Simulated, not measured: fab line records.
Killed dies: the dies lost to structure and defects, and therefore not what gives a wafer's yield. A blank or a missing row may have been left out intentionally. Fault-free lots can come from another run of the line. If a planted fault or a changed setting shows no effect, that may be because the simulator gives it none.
Which tool was responsible? || flow sky130 || 13 lots, 39 wafers sampled, at 4 steps of a route of 708

WHAT THE GAUGES READ, wafer by wafer
SKY_SONOS_ONO_CD_MEAS_13 targets a cd of 410 nm. Usual: 409.6 nm for cd_nm, sd 2.1.
{"lot": "L802", "measured": "day 13 03:23", "on": "cd_sem-01", "cd_nm (nm)": "409.2 409.2 406.6", "flag": ""}
{"lot": "L806", "measured": "day 13 19:47", "on": "cd_sem-02", "cd_nm (nm)": "408.8 409.2 409.9", "flag": ""}
{"lot": "L807", "measured": "day 14 06:08", "on": "cd_sem-02", "cd_nm (nm)": "408.3 410.1 408.7", "flag": ""}
{"lot": "L808", "measured": "day 14 11:16", "on": "cd_sem-01", "cd_nm (nm)": "411.0 415.1 411.3", "flag": ""}
{"lot": "L809", "measured": "day 14 22:27", "on": "cd_sem-02", "cd_nm (nm)": "409.4 409.3 411.1", "flag": ""}
{"lot": "L810", "measured": "day 15 10:17", "on": "cd_sem-02", "cd_nm (nm)": "406.8 406.8 405.4", "flag": ""}
{"lot": "L811", "measured": "day 15 15:14", "on": "cd_sem-01", "cd_nm (nm)": "411.1 410.1 411.5", "flag": ""}
{"lot": "L815", "measured": "day 16 22:43", "on": "cd_sem-01", "cd_nm (nm)": "407.4 408.3 407.3", "flag": ""}
{"lot": "L816", "measured": "day 17 11:50", "on": "cd_sem-02", "cd_nm (nm)": "410.9 409.4 409.4", "flag": ""}
{"lot": "L817", "measured": "day 17 19:33", "on": "cd_sem-02", "cd_nm (nm)": "412.2 411.1 411.2", "flag": ""}
{"lot": "L818", "measured": "day 18 13:21", "on": "cd_sem-02", "cd_nm (nm)": "405.3 405.6 406.7", "flag": ""}
{"lot": "L821", "measured": "day 19 09:30", "on": "cd_sem-01", "cd_nm (nm)": "410.4 410.1 411.3", "flag": ""}
{"lot": "L822", "measured": "day 19 09:48", "on": "cd_sem-01", "cd_nm (nm)": "409.0 406.8 407.6", "flag": ""}

SKY_LDD_N_OVL_MEAS_07. Usual: for LDD_N_OVL the level is -0.1 nm and the standard deviation is 1.2.
{"lot": "L802", "measured": "day 18 02:20", "on": "overlay-02", "LDD_N_OVL (nm)": "-1.7 -1.0 -0.9", "flag": ""}
{"lot": "L806", "measured": "day 18 21:22", "on": "overlay-01", "LDD_N_OVL (nm)": "-0.4 -0.9 0.8", "flag": ""}
{"lot": "L807", "measured": "day 19 12:55", "on": "overlay-01", "LDD_N_OVL (nm)": "-0.1 2.5 0.7", "flag": ""}
{"lot": "L808", "measured": "day 19 19:59", "on": "overlay-02", "LDD_N_OVL (nm)": "1.5 3.3 -0.1", "flag": ""}
{"lot": "L809", "measured": "day 20 08:43", "on": "overlay-02", "LDD_N_OVL (nm)": "0.0 -1.2 -1.2", "flag": ""}
{"lot": "L810", "measured": "day 20 21:18", "on": "overlay-02", "LDD_N_OVL (nm)": "0.8 -1.3 -1.0", "flag": ""}
{"lot": "L811", "measured": "day 21 00:01", "on": "overlay-01", "LDD_N_OVL (nm)": "-0.4 -0.7 1.1", "flag": ""}
{"lot": "L815", "measured": "day 22 10:52", "on": "overlay-02", "LDD_N_OVL (nm)": "-50.1 -48.4 -49.9", "flag": "OFF"}
{"lot": "L816", "measured": "day 23 01:24", "on": "overlay-01", "LDD_N_OVL (nm)": "-48.8 -49.6 -48.6", "flag": "OFF"}
{"lot": "L817", "measured": "day 23 07:22", "on": "overlay-01", "LDD_N_OVL (nm)": "-49.5 -49.0 -49.0", "flag": "OFF"}
{"lot": "L818", "measured": "day 24 02:50", "on": "overlay-02", "LDD_N_OVL (nm)": "1.2 1.0 1.2", "flag": ""}
{"lot": "L821", "measured": "day 24 19:11", "on": "overlay-01", "LDD_N_OVL (nm)": "-51.2 -51.9 -52.6", "flag": "OFF"}
{"lot": "L822", "measured": "day 24 21:11", "on": "overlay-01", "LDD_N_OVL (nm)": "1.5 -0.1 0.1", "flag": ""}

SKY_LDD_N_TW_MEAS_17. Usual: for LDD_N_TW the level is 2570 and the standard deviation is 18.
{"lot": "L802", "measured": "day 18 03:41", "on": "film_metro-01", "LDD_N_TW": "2576 2569 2569", "flag": ""}
{"lot": "L806", "measured": "day 18 22:42", "on": "film_metro-03", "LDD_N_TW": "2597 2603 2573", "flag": ""}
{"lot": "L807", "measured": "day 19 14:16", "on": "film_metro-03", "LDD_N_TW": "2578 2582 2579", "flag": ""}
{"lot": "L808", "measured": "day 19 21:20", "on": "film_metro-01", "LDD_N_TW": "2597 2586 2591", "flag": ""}
{"lot": "L809", "measured": "day 20 10:03", "on": "film_metro-03", "LDD_N_TW": "2599 2585 2589", "flag": ""}
{"lot": "L810", "measured": "day 20 22:38", "on": "film_metro-02", "LDD_N_TW": "2563 2559 2558", "flag": ""}
{"lot": "L811", "measured": "day 21 01:21", "on": "film_metro-02", "LDD_N_TW": "2556 2544 2556", "flag": ""}
{"lot": "L815", "measured": "day 22 12:13", "on": "film_metro-01", "LDD_N_TW": "2567 2560 2573", "flag": ""}
{"lot": "L816", "measured": "day 23 02:44", "on": "film_metro-02", "LDD_N_TW": "2554 2539 2541", "flag": ""}
{"lot": "L817", "measured": "day 23 08:43", "on": "film_metro-01", "LDD_N_TW": "2581 2591 2589", "flag": ""}
{"lot": "L818", "measured": "day 24 04:10", "on": "film_metro-02", "LDD_N_TW": "2526 2539 2542", "flag": ""}
{"lot": "L821", "measured": "day 24 20:31", "on": "film_metro-01", "LDD_N_TW": "2582 2587 2572", "flag": ""}
{"lot": "L822", "measured": "day 24 22:31", "on": "film_metro-01", "LDD_N_TW": "2580 2590 2586", "flag": ""}

EACH LOT AND THE TOOL THAT RAN IT (in order: tool; ch and the chambers of the sampled wafers; start)
{"lot": "L802", "SKY_LDD_N_EXPOSE_04": "iline_stepper-01 ch 0, day 17 11:43"}
{"lot": "L806", "SKY_LDD_N_EXPOSE_04": "iline_stepper-01 ch 0, day 18 06:12"}
{"lot": "L807", "SKY_LDD_N_EXPOSE_04": "iline_stepper-02 ch 0, day 18 21:19"}
{"lot": "L808", "SKY_LDD_N_EXPOSE_04": "iline_stepper-01 ch 0, day 19 04:28"}
{"lot": "L809", "SKY_LDD_N_EXPOSE_04": "iline_stepper-02 ch 0, day 19 17:23"}
{"lot": "L810", "SKY_LDD_N_EXPOSE_04": "iline_stepper-02 ch 0, day 20 06:03"}
{"lot": "L811", "SKY_LDD_N_EXPOSE_04": "iline_stepper-02 ch 0, day 20 09:18"}
{"lot": "L815", "SKY_LDD_N_EXPOSE_04": "iline_stepper-01 ch 0, day 21 20:07"}
{"lot": "L816", "SKY_LDD_N_EXPOSE_04": "iline_stepper-01 ch 0, day 22 10:33"}
{"lot": "L817", "SKY_LDD_N_EXPOSE_04": "iline_stepper-01 ch 0, day 22 15:59"}
{"lot": "L818", "SKY_LDD_N_EXPOSE_04": "iline_stepper-02 ch 0, day 23 12:43"}
{"lot": "L821", "SKY_LDD_N_EXPOSE_04": "iline_stepper-01 ch 0, day 24 04:08"}
{"lot": "L822", "SKY_LDD_N_EXPOSE_04": "iline_stepper-02 ch 0, day 24 06:22"}
- SKY_LDD_N_EXPOSE_04: exposes mask NTM, target cd 840 nm.

WHAT THE TOOLS THEMSELVES READ (means of the sampled wafers that have a number; where no wafer has one, the mark that the record gives instead)
The record holds no such reading with a usual standard deviation.

THE ANSWER, worked out from the rows above alone
Rule: a lot counts as off when the mean over its wafers that have a number is more than 3 standard deviations away from the usual mean. Also off: a lot with no number at a reading for which 4 or more lots have one. Any other lot the step has rows for is counted as sound. Order of review: gauges by route order, followed by the tools' own readings, for which a lot's mean as printed above is used. The first step at which some lot is off is used, and at that step the reading that is off furthest; a lot without a number counts as furthest.
Off: L815, L816, L817, L821, seen at SKY_LDD_N_OVL_MEAS_07 (LDD_N_OVL).
A tool fits if, at a process step before that reading, it ran every lot that is off, and no sound lot after the first of them. Those tools and the gauges at SKY_LDD_N_OVL_MEAS_07 are tried in the same way. One fits: SKY_LDD_N_EXPOSE_04 on iline_stepper-01. A fault onset in the window from L808 (day 19 04:28, its last sound lot) to L815 (day 21 20:07, its first lot off) fits.

WHAT HAD BEEN PUT IN BY THE SIMULATOR
Scanner matching overlay: iline_stepper-01, from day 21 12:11 on, at SKY_LDD_N_EXPOSE_04. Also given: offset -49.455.
Lots struck among those shown: L815, L816, L817, L821. The same result came from the rule above.
